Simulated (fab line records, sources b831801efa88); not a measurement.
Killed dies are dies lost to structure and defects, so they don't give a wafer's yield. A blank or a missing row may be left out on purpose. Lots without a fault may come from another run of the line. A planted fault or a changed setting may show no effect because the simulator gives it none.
fab line records | flow sky130
record lots=13 wafers=39 last_day=50
route steps=708 shown PWDE@54 VT_ADJUST_LVTN@97 VT_ADJUST_NCORE@130 PAD_OPEN@708
lots that met no fault: from a run of the same line without faults
start_h: hours from the record's first day to the start of the lot's first wafer shown | wait_h: hours since the lot's step before | " the same as in the row above | L1.1+2: a row that stands for several wafers | - no value, or no start given | * or withheld: withheld | < > ~ a bound
route shown NAME@n: a module of which the file shows steps, and the number in the route of the first | usual: mean/standard deviation of fault-free wafers | same: alike in all rows | chamber/n: place in a boat | sites: the reading at each site | _std_site: their standard deviation | _edge_site: outer sites' mean less inner sites' | radius_mm: how far each site lies from the wafer's centre | mask NAME#n: copy n | behind: the tool/chamber that last shaped the wafer | hold: why the lot was held/for how many hours/how that ended | device: the transistor (n, p or np) that didn't switch | end of line: the same wafers' tests at the end of the route | a step without rows: its recipe alone | killed: dies lost to structure and defects at the first sort, not the wafer's yield | map: a wafer's dies, x killed, . not, _ none there
set.NAME: the setting as run; set.NAME@STEP: as run at that earlier step | model.NAME: the simulator's own value behind a step, which no gauge read
steps of the route over a sample of lots; a table a step, a row a wafer
services: from which hour (start_h, from the record's first day; less than 0 if before it) a tool's chamber was out of use, for how many hours, and why
## steps
# step SKY_PWDE_STRIP_09
# recipe chemistry=O2/N2 power_w=1400 pressure_mtorr=1500 platen_temp_c=withheld o2_flow_sccm=3000 n2_flow_sccm=300 overash_fraction=0.5
# usual drypump_motor_current_A=5.33/0.28 o2_flow_sccm=2998/10 oes_product_au=0.723/0.0045 strip_time_to_endpoint_s=36.98/0.1
# same overash_fraction=0.5
# columns lot.wafer tool chamber start_h wait_h drypump_motor_current_A o2_flow_sccm oes_product_au rf_hours_counter_h strip_time_to_endpoint_s
L532.3 plasma_asher-04 1 66.22 0.1 5.33 3001 0.730 - 36.89
L532.4 " 0 " " 5.11 3003 0.722 - 36.81
L532.5 " 0 " " 5.09 2995 0.724 - 36.95
L533.3 plasma_asher-04 0 73.65 0.1 5.10 3010 0.728 - 37.06
L533.4 " 1 " " 5.36 2991 0.730 - 37.08
L533.6 " 0 " " 5.10 3000 0.716 - 36.93
L535.2 plasma_asher-04 1 90.75 0.1 5.36 2995 0.724 41 37.02
L535.4 " 1 " " 5.38 2972 0.718 - 37.04
L535.5 " 0 " " 5.13 3001 0.725 - 36.93
L537.4 plasma_asher-03 0 97.67 0.1 5.62 2992 0.732 - 37.01
L537.5 " 0 " " 5.62 2995 0.715 - 37.04
L537.6 " 1 " " 5.73 3001 0.721 - 37.04
L536.2 plasma_asher-03 1 98.59 0.1 5.74 2994 0.723 42 36.95
L536.3 " 1 " " 5.72 3002 0.721 - 37.03
L536.4 " 0 " " 5.61 2975 0.733 - 37.14
L543.2 plasma_asher-03 0 130.14 0.1 5.58 2987 0.731 1 37.02
L543.3 " 1 " " 5.73 3009 0.724 - 36.96
L543.6 " 1 " " 5.71 3004 0.722 - 37.03
L548.1 plasma_asher-04 0 157.35 0.1 5.10 2979 0.728 48 36.99
L548.3 " 1 " " 5.37 2995 0.718 - 36.97
L548.5 " 1 " " 5.35 2999 0.719 - 36.93
L549.1 plasma_asher-04 1 162.69 0.1 5.34 2998 0.722 49 37.04
L549.2 " 0 " " 5.13 3001 0.725 49 37.07
L549.6 " 1 " " 5.39 2990 0.728 - 37.00
L551.2 plasma_asher-04 1 175.97 0.1 5.37 2980 0.717 50 37.14
L551.4 " 1 " " 5.35 2992 0.722 - 37.12
L551.6 " 1 " " 5.35 3001 0.710 - 37.10
L552.2 plasma_asher-01 1 180.52 0.1 4.87 2995 0.729 37 36.96
L552.5 " 1 " " 4.85 3002 0.722 - 37.02
L552.6 " 0 " " 5.43 2990 0.713 - 36.99
L553.2 plasma_asher-03 1 186.02 0.1 5.71 3011 0.725 7 37.12
L553.5 " 1 " " 5.70 3012 0.719 - 37.06
L553.6 " 0 " " 5.59 3001 0.720 - 36.92
L554.1 plasma_asher-01 0 191.79 0.1 5.42 2993 0.718 38 37.10
L554.2 " 1 " " 4.86 2991 0.723 38 36.98
L554.6 " 0 " " 5.44 2999 0.727 - 36.99
L555.1 plasma_asher-01 1 199.65 0.1 4.86 3005 0.726 39 36.94
L555.5 " 0 " " 5.40 3006 0.718 - 36.93
L555.6 " 1 " " 4.84 3005 0.724 - 36.98
# step SKY_NWELL_RS_MEAS_31
# recipe thk_meas_gauge=four-point-probe
# usual PWDE_RS=5279/17
# columns lot.wafer tool chamber start_h wait_h PWDE_RS[ohm/sq]
L532.3 film_metro-02 - 102.14 0.1 5302
L532.4 " - " " 5294
L532.5 " - " " 5299
L533.3 film_metro-02 - 110.88 0.1 5320
L533.4 " - " " 5292
L533.6 " - " " 5298
L535.2 film_metro-02 - 129.29 0.1 5262
L535.4 " - " " 5266
L535.5 " - " " 5282
L537.4 film_metro-02 - 136.23 0.1 5240
L537.5 " - " " 5252
L537.6 " - " " 5280
L536.2 film_metro-01 - 137.14 0.1 5281
L536.3 " - " " 5279
L536.4 " - " " 5289
L543.2 film_metro-01 - 171.74 0.1 5283
L543.3 " - " " 5293
L543.6 " - " " 5283
L548.1 film_metro-04 - 199.85 0.1 5257
L548.3 " - " " 5285
L548.5 " - " " 5248
L549.1 film_metro-04 - 205.74 0.1 5255
L549.2 " - " " 5268
L549.6 " - " " 5285
L551.2 film_metro-04 - 220.22 0.1 5282
L551.4 " - " " 5280
L551.6 " - " " 5279
L552.2 film_metro-04 - 224.56 0.1 5284
L552.5 " - " " 5287
L552.6 " - " " 5272
L553.2 film_metro-04 - 231.09 0.1 5274
L553.5 " - " " 5276
L553.6 " - " " 5285
L554.1 film_metro-01 - 236.76 0.1 5265
L554.2 " - " " 5265
L554.6 " - " " 5280
L555.1 film_metro-01 - 245.89 0.1 5268
L555.5 " - " " 5262
L555.6 " - " " 5257
# step SKY_VT_ADJUST_LVTN_DEHYDRATE_00
# recipe temp_c=200 time_s=60
# usual heater_power_total_W=160.39/0.12 plate_temp_C=200.02/0.18
# columns lot.wafer tool chamber start_h wait_h heater_power_total_W plate_temp_C
L532.3 litho_track-01 0 129.53 8.5 160.33 200.31
L532.4 " 0 " " 160.25 200.15
L532.5 " 0 " " 160.21 200.20
L533.3 litho_track-02 0 139.05 9.0 160.52 199.96
L533.4 " 0 " " 160.36 199.94
L533.6 " 0 " " 160.37 200.16
L535.2 litho_track-01 0 158.11 8.8 160.23 199.77
L535.4 " 0 " " 160.39 200.01
L535.5 " 0 " " 160.30 200.01
L537.4 litho_track-01 0 164.56 9.0 160.19 199.93
L537.5 " 0 " " 160.43 200.35
L537.6 " 0 " " 160.19 200.02
L536.2 litho_track-01 0 165.46 8.6 157.67 197.27
L536.3 " 0 " " 157.74 197.68
L536.4 " 0 " " 157.69 197.41
L543.2 litho_track-01 0 202.86 10.2 157.99 197.21
L543.3 " 0 " " 157.84 197.49
L543.6 " 0 " " 157.76 197.13
L548.1 litho_track-03 0 233.45 10.5 160.51 199.92
L548.3 " 0 " " 160.34 200.08
L548.5 " 0 " " 160.34 199.89
L549.1 litho_track-03 0 239.45 10.5 160.59 200.24
L549.2 " 0 " " 160.48 200.10
L549.6 " 0 " " 160.47 200.31
L551.2 litho_track-03 0 253.68 10.8 160.21 200.25
L551.4 " 0 " " 160.55 200.17
L551.6 " 0 " " 160.41 200.11
L552.2 litho_track-02 0 258.53 11.2 160.41 199.88
L552.5 " 0 " " 160.32 200.07
L552.6 " 0 " " 160.54 200.09
L553.2 litho_track-01 0 265.46 11.8 160.50 200.06
L553.5 " 0 " " 160.26 199.84
L553.6 " 0 " " 160.27 200.01
L554.1 litho_track-01 0 271.73 11.3 160.48 199.97
L554.2 " 0 " " 160.56 200.12
L554.6 " 0 " " 160.30 200.11
L555.1 litho_track-01 0 281.68 11.8 160.16 200.26
L555.5 " 0 " " 160.38 200.35
L555.6 " 0 " " 160.57 200.20
# step SKY_VT_ADJUST_NCORE_TW_MEAS_11
# usual VT_ADJUST_NCORE_TW=221.1/1.1
# columns lot.wafer tool chamber start_h wait_h VT_ADJUST_NCORE_TW
L532.3 film_metro-03 - 181.29 0.1 222.1
L532.4 " - " " 222.5
L532.5 " - " " 222.0
L533.3 film_metro-04 - 190.73 0.1 221.8
L533.4 " - " " 221.6
L533.6 " - " " 220.8
L535.2 film_metro-02 - 212.37 0.1 222.6
L535.4 " - " " 222.9
L535.5 " - " " 221.2
L537.4 film_metro-02 - 218.90 0.1 219.4
L537.5 " - " " 220.0
L537.6 " - " " 219.3
L536.2 film_metro-04 - 221.07 0.1 220.6
L536.3 " - " " 221.1
L536.4 " - " " 220.8
L543.2 film_metro-04 - 261.38 0.1 221.0
L543.3 " - " " 221.4
L543.6 " - " " 221.9
L548.1 film_metro-02 - 294.46 0.1 222.3
L548.3 " - " " 221.2
L548.5 " - " " 221.8
L549.1 film_metro-04 - 301.09 0.1 219.7
L549.2 " - " " 220.0
L549.6 " - " " 218.5
L551.2 film_metro-04 - 317.85 0.1 222.3
L551.4 " - " " 222.3
L551.6 " - " " 222.6
L552.2 film_metro-02 - 322.90 0.1 220.1
L552.5 " - " " 220.5
L552.6 " - " " 219.2
L553.2 film_metro-04 - 328.97 0.1 222.2
L553.5 " - " " 222.1
L553.6 " - " " 221.7
L554.1 film_metro-02 - 337.64 0.1 220.1
L554.2 " - " " 218.8
L554.6 " - " " 220.6
L555.1 film_metro-03 - 348.71 0.1 219.8
L555.5 " - " " 219.5
L555.6 " - " " 219.1
# step SKY_PAD_OPEN_PROBE_99
# usual killed_at_M0_to_M3=43/6.9 killed_at_M4_up=3.1/1.8 killed_at_contacts=24/5.1 killed_at_front_end=15/4.8 killed_at_other=0.3/0.48 killed_dies=86/8.9 killed_open=47/6.8 killed_short=39/6.3
# same gross_dies=492 killed_at_back_side=0
# columns lot.wafer tool chamber start_h wait_h killed_at_M0_to_M3 killed_at_M4_up killed_at_contacts killed_at_front_end killed_at_other killed_dies killed_open killed_short
L543.2 prober-01 - 1144.63 0.1 34 3 27 12 0 76 37 39
L543.3 prober-01 - 1144.68 0.2 38 2 25 27 1 93 42 51
L543.6 prober-01 - 1144.83 0.2 40 2 30 26 2 100 50 50
L548.1 prober-02 - 1169.05 0.1 45 6 28 16 0 95 49 45
L548.3 prober-02 - 1169.15 0.2 34 0 28 19 0 81 38 43
L548.5 prober-02 - 1169.25 0.2 45 4 25 14 0 88 48 39
# killed by level:class
L543.2 CONTACT:geometric_particle:open=8 LI_CONTACT:geometric_particle:open=7 VIA2:geometric_particle:open=7 CONTACT:geometric_particle:short=5 METAL2:geometric_particle:short=5 LOCAL_INTERCONNECT:geometric_particle:short=4 METAL1:geometric_particle:short=4 VIA1:geometric_particle:open=4
L543.3 VIA3:geometric_particle:open=9 FIELD_ISO:geometric_particle:open=8 CONTACT:geometric_particle:open=8 LI_CONTACT:geometric_particle:open=7 METAL1:geometric_particle:short=7 VIA1:geometric_particle:short=6 METAL2:geometric_particle:short=5 SPACER:geometric_particle:open=4
L543.6 CONTACT:geometric_particle:open=10 VIA3:geometric_particle:open=9 POLY_GATE:geometric_particle:short=8 METAL1:geometric_particle:short=7 FIELD_ISO:geometric_particle:short=6 LI_CONTACT:geometric_particle:open=6 VIA2:geometric_particle:open=6 LOCAL_INTERCONNECT:geometric_particle:short=6
L548.1 CONTACT:geometric_particle:open=11 METAL1:geometric_particle:short=8 VIA1:geometric_particle:open=8 LI_CONTACT:geometric_particle:open=7 METAL2:geometric_particle:short=7 VIA2:geometric_particle:open=6 POLY_GATE:geometric_particle:open=5 CONTACT:geometric_particle:short=5
L548.3 LI_CONTACT:geometric_particle:open=7 LOCAL_INTERCONNECT:geometric_particle:short=6 METAL2:geometric_particle:short=6 CONTACT:geometric_particle:short=6 VIA1:geometric_particle:open=6 VIA3:geometric_particle:open=6 FIELD_ISO:geometric_particle:open=5 CONTACT:geometric_particle:open=5
L548.5 LI_CONTACT:geometric_particle:open=9 VIA2:geometric_particle:open=8 POLY_GATE:geometric_particle:open=7 VIA1:geometric_particle:open=7 LI_CONTACT:geometric_particle:short=5 METAL1:geometric_particle:short=5 METAL2:geometric_particle:short=5 CONTACT:geometric_particle:open=4
## services
# columns tool chamber start_h hours kind
plasma_asher-03 - 84.76 2.8 pm
plasma_asher-03 - 89.94 1.0 repair
plasma_asher-01 - 95.98 4.3 pm
plasma_asher-03 - 108.75 9.0 pm
plasma_asher-03 0 108.75 9.0 vent_cycle
plasma_asher-03 1 108.75 9.0 vent_cycle
plasma_asher-04 - 109.11 1.8 repair
plasma_asher-03 0 117.75 - clean
plasma_asher-03 1 117.75 - clean
litho_track-03 - 176.49 - consumable_replace:filter
plasma_asher-04 - 178.44 7.0 repair
plasma_asher-04 - 206.04 1.6 repair
## key
first_sign step=SKY_VT_ADJUST_LVTN_DEHYDRATE_00 reading=heater_power_total_W direction=down sigmas=21 usual=* struck=*
effect step=SKY_VT_ADJUST_LVTN_DEHYDRATE_00 reading=plate_temp_C direction=down sigmas=15 usual=* struck=*
met_at SKY_VT_ADJUST_LVTN_DEHYDRATE_00
struck_lots L536,L543
tester_left_out L536,L543
not_acting_at SKY_PWDE_STRIP_09,SKY_NWELL_RS_MEAS_31,SKY_VT_ADJUST_NCORE_TW_MEAS_11
onset_between 164.56 165.46
fault kind=process_parameter_drift tool=litho_track-01 chamber=- onset_h=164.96 steps=SKY_VT_ADJUST_LVTN_DEHYDRATE_00 channel=temp_c offset=* shape=step end_h=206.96 acts_in=* stated=*
# tester_left_out: of these lots the tester's yield and bins aren't shown, on N5 and GAA mostly nor the transistor test; their killed dies are dies lost to structure and defects alone, not to doping, threshold or leakage, so they don't give the yield
